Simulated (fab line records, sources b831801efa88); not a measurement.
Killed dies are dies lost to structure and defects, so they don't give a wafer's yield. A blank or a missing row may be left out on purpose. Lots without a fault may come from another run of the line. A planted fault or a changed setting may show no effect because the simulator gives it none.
fab line records | flow sfq_line
record lots=15 wafers=42 last_day=81
route steps=325 shown I1@83 M2@89 I2@116 M4@160
lots that met no fault: from a run of the same line without faults
start_h: hours from the record's first day to the start of the lot's first wafer shown | wait_h: hours since the lot's step before | " the same as in the row above | L1.1+2: a row that stands for several wafers | - no value, or no start given | * or withheld: withheld | < > ~ a bound
route shown NAME@n: a module of which the file shows steps, and the number in the route of the first | usual: mean/standard deviation of fault-free wafers | same: alike in all rows | chamber/n: place in a boat | sites: the reading at each site | _std_site: their standard deviation | _edge_site: outer sites' mean less inner sites' | radius_mm: how far each site lies from the wafer's centre | mask NAME#n: copy n | behind: the tool/chamber that last shaped the wafer | hold: why the lot was held/for how many hours/how that ended | device: the transistor (n, p or np) that didn't switch | end of line: the same wafers' tests at the end of the route | a step without rows: its recipe alone | killed: dies lost to structure and defects at the first sort, not the wafer's yield | map: a wafer's dies, x killed, . not, _ none there
set.NAME: the setting as run; set.NAME@STEP: as run at that earlier step | model.NAME: the simulator's own value behind a step, which no gauge read
steps of the route over a sample of lots; a table a step, a row a wafer
services: from which hour (start_h, from the record's first day; less than 0 if before it) a tool's chamber was out of use, for how many hours, and why
## steps
# step SFQ_I1_OVL_MEAS_913
# usual I1_OVL=4/5.5
# columns lot.wafer tool chamber start_h wait_h I1_OVL[nm]
L115.3 overlay-02 - 536.80 0.1 -2
L115.4 " - " " 1
L115.5 " - " " 4
L116.3 overlay-02 - 540.40 0.1 0
L116.4 " - " " 8
L116.5 " - " " 1
L117.1 overlay-02 - 552.39 0.1 5
L117.5 " - " " 17
L117.6 " - " " 14
L118.2 overlay-02 - 563.13 0.1 4
L118.3 " - " " 3
L118.5 " - " " 7
L119.4 overlay-01 - 571.66 0.1 11
L119.5 " - " " 11
L119.6 " - " " 11
L120.3 overlay-02 - 575.26 0.1 11
L120.4 " - " " 8
L120.5 " - " " 8
L123.1 overlay-01 - 587.72 0.1 -1
L123.5 " - " " -4
L124.1 overlay-02 - 588.92 0.1 -3
L124.3 " - " " -1
L124.4 " - " " 0
L126.1 overlay-01 - 597.32 0.1 0
L126.2 " - " " -13
L128.1 overlay-02 - 600.92 0.1 0
L128.2 " - " " -4
L128.6 " - " " 1
L129.2 overlay-02 - 603.32 0.1 1
L129.4 " - " " -1
L130.2 overlay-01 - 604.52 0.1 14
L130.5 " - " " 8
L130.6 " - " " 7
L133.2 overlay-02 - 608.12 0.1 -1
L133.3 " - " " -8
L133.5 " - " " 2
L134.2 overlay-02 - 609.32 0.1 4
L134.4 " - " " 6
L134.5 " - " " 6
L136.1 overlay-02 - 611.72 0.1 -2
L136.4 " - " " 8
L136.5 " - " " 1
# step SFQ_TRILAYER_M2_DEP_SPUTTER_055
# recipe material=Nb base_pressure_pa=1.33e-06 chamber_pressure_pa=0.1333 substrate_temp_c=20 resputter_cathode_voltage_v=400 target_thk_nm=200 power_w=2000 time_s=133.3
# usual throttle_valve_pct=30.5/1.4
# columns lot.wafer tool chamber start_h wait_h throttle_valve_pct
L115.3 pvd_sputter-05 - 537.78 0.0 29.9
L115.4 " - " " 29.9
L115.5 " - " " 28.8
L116.3 pvd_sputter-04 - 541.38 0.0 30.5
L116.4 " - " " 31.3
L116.5 " - " " 31.8
L117.1 pvd_sputter-03 - 553.40 0.0 30.3
L117.5 " - " " 30.8
L117.6 " - " " 32.3
L118.2 pvd_sputter-05 - 564.13 0.0 29.7
L118.3 " - " " 32.6
L118.5 " - " " 28.9
L119.4 pvd_sputter-05 - 572.64 0.0 32.4
L119.5 " - " " 28.7
L119.6 " - " " 30.0
L120.3 pvd_sputter-04 - 576.24 0.0 30.3
L120.4 " - " " 31.0
L120.5 " - " " 30.3
L123.1 pvd_sputter-05 - 588.71 0.0 28.7
L123.5 " - " " 30.3
L124.1 pvd_sputter-04 - 589.93 0.0 31.8
L124.3 " - " " 31.2
L124.4 " - " " 30.3
L126.1 pvd_sputter-05 - 598.33 0.0 32.4
L126.2 " - " " 30.0
L128.1 pvd_sputter-03 - 601.91 0.0 28.0
L128.2 " - " " 28.2
L128.6 " - " " 28.3
L129.2 pvd_sputter-05 - 604.33 0.0 29.9
L129.4 " - " " 28.9
L130.2 pvd_sputter-04 - 605.51 0.0 31.4
L130.5 " - " " 31.1
L130.6 " - " " 31.3
L133.2 pvd_sputter-04 - 609.11 0.0 31.2
L133.3 " - " " 31.3
L133.5 " - " " 32.0
L134.2 pvd_sputter-03 - 610.33 0.0 28.3
L134.4 " - " " 28.3
L134.5 " - " " 27.9
L136.1 pvd_sputter-04 - 612.73 0.0 31.2
L136.4 " - " " 31.5
L136.5 " - " " 30.2
# step SFQ_M2_RS_MEAS_914
# recipe thk_meas_gauge=four-point-probe reads=Nb_of_TRILAYER_M2_DEP_SPUTTER_055
# usual M2_NB_RS=0.898/0.0089
# columns lot.wafer tool chamber start_h wait_h M2_NB_RS[ohm/sq]
L115.3 film_metro-03 - 537.91 0.1 0.884
L115.4 " - " " 0.889
L115.5 " - " " 0.888
L116.3 film_metro-03 - 541.51 0.1 0.867
L116.4 " - " " 0.893
L116.5 " - " " 0.887
L117.1 film_metro-02 - 553.49 0.0 0.911
L117.5 " - " " 0.914
L117.6 " - " " 0.906
L118.2 film_metro-04 - 564.24 0.1 0.903
L118.3 " - " " 0.902
L118.5 " - " " 0.897
L119.4 film_metro-03 - 572.79 0.1 0.892
L119.5 " - " " 0.889
L119.6 " - " " 0.890
L120.3 film_metro-02 - 576.37 0.1 0.880
L120.4 " - " " 0.894
L120.5 " - " " 0.883
L123.1 film_metro-02 - 588.80 0.0 0.900
L123.5 " - " " 0.768
L124.1 film_metro-03 - 590.02 0.0 0.908
L124.3 " - " " 0.907
L124.4 " - " " 0.895
L126.1 film_metro-03 - 598.42 0.0 0.898
L126.2 " - " " 0.769
L128.1 film_metro-04 - 602.00 0.0 0.890
L128.2 " - " " 0.899
L128.6 " - " " 0.895
L129.2 film_metro-02 - 604.44 0.1 0.766
L129.4 " - " " 0.901
L130.2 film_metro-04 - 605.62 0.1 0.900
L130.5 " - " " 0.896
L130.6 " - " " 0.902
L133.2 film_metro-03 - 609.22 0.1 0.890
L133.3 " - " " 0.885
L133.5 " - " " 0.893
L134.2 film_metro-04 - 610.44 0.1 0.886
L134.4 " - " " 0.890
L134.5 " - " " 0.898
L136.1 film_metro-02 - 612.82 0.0 0.904
L136.4 " - " " 0.907
L136.5 " - " " 0.888
# step SFQ_TRILAYER_M2_ETCH_METAL_ETCH_060
# recipe target=Nb stop_on=SiO2 mask_material=PR chemistry=Cl2/Ar target_depth_nm=240 icp_w=600 bias_w=80 pressure_mtorr=10 time_s=120
# usual bias_w=79.98/0.23 drypump_motor_current_A=5.92/0.29 oes_product_au=0.888/0.0069
# columns lot.wafer tool chamber start_h wait_h bias_w drypump_motor_current_A oes_product_au rf_hours_counter_h
L115.3 rie_metal-03 1 541.76 0.1 79.92 6.26 0.888 -
L115.4 " 1 " " 80.20 6.28 0.892 -
L115.5 " 1 " " 80.06 6.29 0.895 -
L116.3 rie_metal-01 0 545.26 0.1 79.91 5.76 0.909 -
L116.4 " 1 " " 80.11 5.71 0.888 -
L116.5 " 0 " " 79.97 5.72 0.888 -
L117.1 rie_metal-01 0 693.92 0.0 80.23 5.83 0.873 119
L117.5 " 0 " " 80.46 5.82 0.890 -
L117.6 " 1 " " 80.02 5.78 0.882 -
L118.2 rie_metal-03 0 703.52 0.0 79.72 5.55 0.891 122
L118.3 " 0 " " 80.04 5.54 0.883 -
L118.5 " 1 " " 80.17 6.28 0.888 -
L119.4 rie_metal-04 0 710.76 0.1 80.26 6.33 0.892 -
L119.5 " 0 " " 79.74 6.33 0.891 -
L119.6 " 1 " " 79.94 5.69 0.896 -
L120.3 rie_metal-01 1 714.36 0.1 80.04 5.73 0.904 -
L120.4 " 0 " " 79.85 5.80 0.894 -
L120.5 " 1 " " 79.86 5.71 0.901 -
L123.1 rie_metal-03 0 727.52 0.0 79.36 5.56 0.879 127
L123.5 " 0 " " 79.83 5.55 0.971 -
L124.1 rie_metal-04 1 728.72 0.0 79.70 5.71 0.881 115
L124.3 " 0 " " 80.15 6.32 0.873 -
L124.4 " 1 " " 79.89 5.71 0.893 -
L126.1 rie_metal-01 0 736.96 0.0 79.67 5.77 0.887 127
L126.2 " 1 " " 80.29 5.73 0.967 163
L128.1 rie_metal-03 0 739.36 0.0 80.16 5.54 0.891 129
L128.2 " 1 " " 79.95 6.28 0.885 95
L128.6 " 0 " " 79.75 5.53 0.891 -
L129.2 rie_metal-01 0 744.44 0.0 80.30 5.81 0.975 128
L129.4 " 1 " " 80.14 5.75 0.889 -
L130.2 rie_metal-04 0 745.64 0.0 79.82 6.33 0.890 18
L130.5 " 1 " " 79.95 5.74 0.887 -
L130.6 " 0 " " 80.03 6.32 0.895 -
L133.2 rie_metal-04 0 749.24 0.0 80.44 6.32 0.892 19
L133.3 " 1 " " 80.16 5.71 0.894 -
L133.5 " 0 " " 80.35 6.32 0.899 -
L134.2 rie_metal-03 1 750.44 0.0 80.14 6.27 0.897 96
L134.4 " 1 " " 79.80 6.27 0.900 -
L134.5 " 1 " " 79.70 6.28 0.884 -
L136.1 rie_metal-03 1 754.04 0.0 79.75 6.27 0.889 97
L136.4 " 0 " " 79.63 5.56 0.891 -
L136.5 " 1 " " 79.92 6.27 0.895 -
# step SFQ_TRILAYER_I2_VIA_STRIP_STRIP_071
# recipe gas=O2 power_w=200 platen_temp_c=40 overash_fraction=0.65 chemistry=O2 pressure_mtorr=50
# usual drypump_motor_current_A=5.9/0.47 oes_product_au=1.002/0.01
# columns lot.wafer tool chamber start_h wait_h drypump_motor_current_A oes_product_au rf_hours_counter_h
L115.3 rie_metal-04 1 551.51 - 5.7 0.993 -
L115.4 " 0 " " 6.3 1.006 -
L115.5 " 1 " " 5.7 0.996 -
L116.3 rie_metal-02 1 555.11 - 5.2 1.005 -
L116.4 " 0 " " 6.5 0.995 -
L116.5 " 0 " " 6.5 0.992 -
L117.1 rie_metal-04 1 703.52 - 5.7 1.015 110
L117.5 " 0 " " 6.4 1.008 -
L117.6 " 1 " " 5.7 1.006 -
L118.2 rie_metal-03 0 712.45 - 5.5 1.002 123
L118.3 " 0 " " 5.5 0.999 -
L118.5 " 0 " " 5.5 1.016 -
L119.4 rie_metal-03 0 720.85 - 5.6 0.999 -
L119.5 " 0 " " 5.5 1.009 -
L119.6 " 0 " " 5.5 1.005 -
L120.3 rie_metal-04 0 727.65 - 6.3 1.021 -
L120.4 " 1 " " 5.7 1.018 -
L120.5 " 1 " " 5.7 1.013 -
L123.1 rie_metal-03 1 891.24 - 6.3 1.001 121
L123.5 " 1 " " 6.3 1.008 -
L124.1 rie_metal-04 0 893.64 - 6.3 1.004 43
L124.3 " 0 " " 6.3 1.006 -
L124.4 " 1 " " 5.7 1.018 -
L126.1 rie_metal-03 1 903.24 - 6.3 1.001 125
L126.2 " 0 " " 5.6 0.996 1
L128.1 rie_metal-03 0 905.64 - 5.5 1.000 1
L128.2 " 1 " " 6.3 1.007 126
L128.6 " 1 " " 6.3 1.009 -
L129.2 rie_metal-03 1 908.04 - 6.3 0.995 126
L129.4 " 0 " " 5.5 0.983 -
L130.2 rie_metal-04 0 909.24 - 6.3 1.008 46
L130.5 " 0 " " 6.3 1.018 -
L130.6 " 1 " " 5.7 1.014 -
L133.2 rie_metal-02 0 914.04 - 6.5 0.989 74
L133.3 " 1 " " 5.2 0.985 -
L133.5 " 0 " " 6.5 0.994 -
L134.2 rie_metal-03 0 915.24 - 5.5 0.990 3
L134.4 " 0 " " 5.5 1.000 -
L134.5 " 1 " " 6.3 1.008 -
L136.1 rie_metal-04 0 918.84 - 6.3 1.003 47
L136.4 " 1 " " 5.7 1.012 -
L136.5 " 1 " " 5.7 1.000 -
# step SFQ_TRILAYER_M4_ETCH_METAL_ETCH_096
# recipe target=Nb stop_on=SiO2 mask_material=PR chemistry=Cl2/Ar target_depth_nm=240 icp_w=600 bias_w=80 pressure_mtorr=10 time_s=120
# usual bias_w=79.99/0.24 drypump_motor_current_A=5.9/0.3 oes_product_au=0.895/0.0072
# columns lot.wafer tool chamber start_h wait_h bias_w drypump_motor_current_A oes_product_au rf_hours_counter_h
L115.3 rie_metal-03 1 856.30 0.1 79.64 6.3 0.888 -
L115.4 " 0 " " 79.87 5.5 0.890 -
L115.5 " 1 " " 80.07 6.3 0.884 -
L116.3 rie_metal-04 1 861.10 0.1 79.80 5.7 0.887 -
L116.4 " 0 " " 80.35 6.3 0.892 -
L116.5 " 1 " " 79.75 5.7 0.896 -
L117.1 rie_metal-03 0 875.27 0.0 79.98 5.6 0.897 151
L117.5 " 0 " " 80.02 5.6 0.888 -
L117.6 " 1 " " 80.62 6.3 0.892 -
L118.2 rie_metal-04 0 886.07 0.0 79.82 6.3 0.897 41
L118.3 " 0 " " 80.15 6.3 0.889 -
L118.5 " 0 " " 79.88 6.3 0.892 -
L119.4 rie_metal-01 1 910.67 0.1 79.86 5.7 0.898 -
L119.5 " 0 " " 80.25 5.8 0.892 -
L119.6 " 1 " " 79.70 5.7 0.894 -
L120.3 rie_metal-03 0 919.07 0.1 79.96 5.6 0.901 -
L120.4 " 1 " " 80.01 6.3 0.903 -
L120.5 " 1 " " 79.81 6.3 0.905 -
L123.1 rie_metal-03 0 1064.35 0.0 80.25 5.5 0.887 25
L123.5 " 1 " " 79.78 6.3 0.902 -
L124.1 rie_metal-03 0 1070.35 0.0 80.35 5.5 0.904 26
L124.3 " 0 " " 80.14 5.6 0.905 -
L124.4 " 1 " " 79.77 6.3 0.900 -
L126.1 rie_metal-03 0 1164.62 0.0 79.92 5.6 0.904 44
L126.2 " 1 " " 79.63 6.3 0.901 12
L128.1 rie_metal-01 0 1168.22 0.0 80.29 5.8 0.881 31
L128.2 " 1 " " 80.17 5.7 0.890 60
L128.6 " 1 " " 80.13 5.7 0.882 -
L129.2 rie_metal-03 0 1169.42 0.0 80.32 5.5 0.896 45
L129.4 " 0 " " 80.52 5.5 0.893 -
L130.2 rie_metal-01 0 1170.62 0.0 80.08 5.7 0.894 32
L130.5 " 1 " " 80.02 5.7 0.896 -
L130.6 " 0 " " 79.87 5.8 0.896 -
L133.2 rie_metal-03 0 1174.22 0.0 80.10 5.5 0.916 46
L133.3 " 0 " " 79.76 5.6 0.902 -
L133.5 " 1 " " 80.29 6.3 0.898 -
L134.2 rie_metal-04 0 1176.62 0.0 80.02 6.3 0.892 86
L134.4 " 0 " " 79.90 6.3 0.885 -
L134.5 " 0 " " 80.05 6.3 0.892 -
L136.1 rie_metal-01 1 1293.20 0.0 79.98 5.7 0.887 77
L136.4 " 0 " " 79.86 5.8 0.906 -
L136.5 " 1 " " 79.95 5.7 0.906 -
## services
# columns tool chamber start_h hours kind
rie_metal-03 1 531.38 1.5 repair
rie_metal-01 - 533.91 2.8 pm
pvd_sputter-05 - 547.27 9.0 repair
rie_metal-01 - 572.83 2.1 repair
rie_metal-04 0 585.07 8.9 repair
pvd_sputter-04 - 586.40 1.9 repair
rie_metal-04 - 603.92 14.6 pm
pvd_sputter-04 - 631.97 10.0 repair
rie_metal-01 - 652.68 4.0 pm
rie_metal-04 - 670.93 1.4 pm
rie_metal-01 0 679.05 3.2 repair
rie_metal-03 1 718.17 6.1 repair
rie_metal-04 - 779.35 2.8 pm
rie_metal-03 1 792.92 1.7 repair
rie_metal-04 1 806.48 1.3 repair
rie_metal-04 0 813.30 3.0 repair
rie_metal-03 - 828.91 2.8 pm
rie_metal-03 - 983.29 1.4 pm
rie_metal-01 - 1037.22 4.5 repair
rie_metal-03 - 1118.96 0.3 repair
pvd_sputter-04 - 1209.22 3.9 repair
pvd_sputter-04 - 1238.56 39.6 repair
pvd_sputter-04 - 1244.69 22.4 repair
rie_metal-01 1 1255.69 4.8 repair
## key
first_sign step=SFQ_M2_RS_MEAS_914 reading=M2_NB_RS direction=down sigmas=15 usual=0.898 struck=0.768
effect step=SFQ_TRILAYER_M2_ETCH_METAL_ETCH_060 reading=oes_product_au direction=up sigmas=12 usual=0.888 struck=0.971
met_at SFQ_TRILAYER_M2_DEP_SPUTTER_055
struck_lots L123,L126,L129
struck_wafers L123.5,L126.2,L129.2
not_acting_at SFQ_I1_OVL_MEAS_913,SFQ_TRILAYER_I2_VIA_STRIP_STRIP_071,SFQ_TRILAYER_M4_ETCH_METAL_ETCH_096
onset_between 572.64 588.71
fault kind=process_parameter_drift tool=pvd_sputter-05 chamber=- onset_h=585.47 steps=SFQ_TRILAYER_M2_DEP_SPUTTER_055 channel=target_thk_nm offset=33.444 shape=step end_h=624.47 scope=struck_wafers_only acts_in=these_recipes_only stated=200
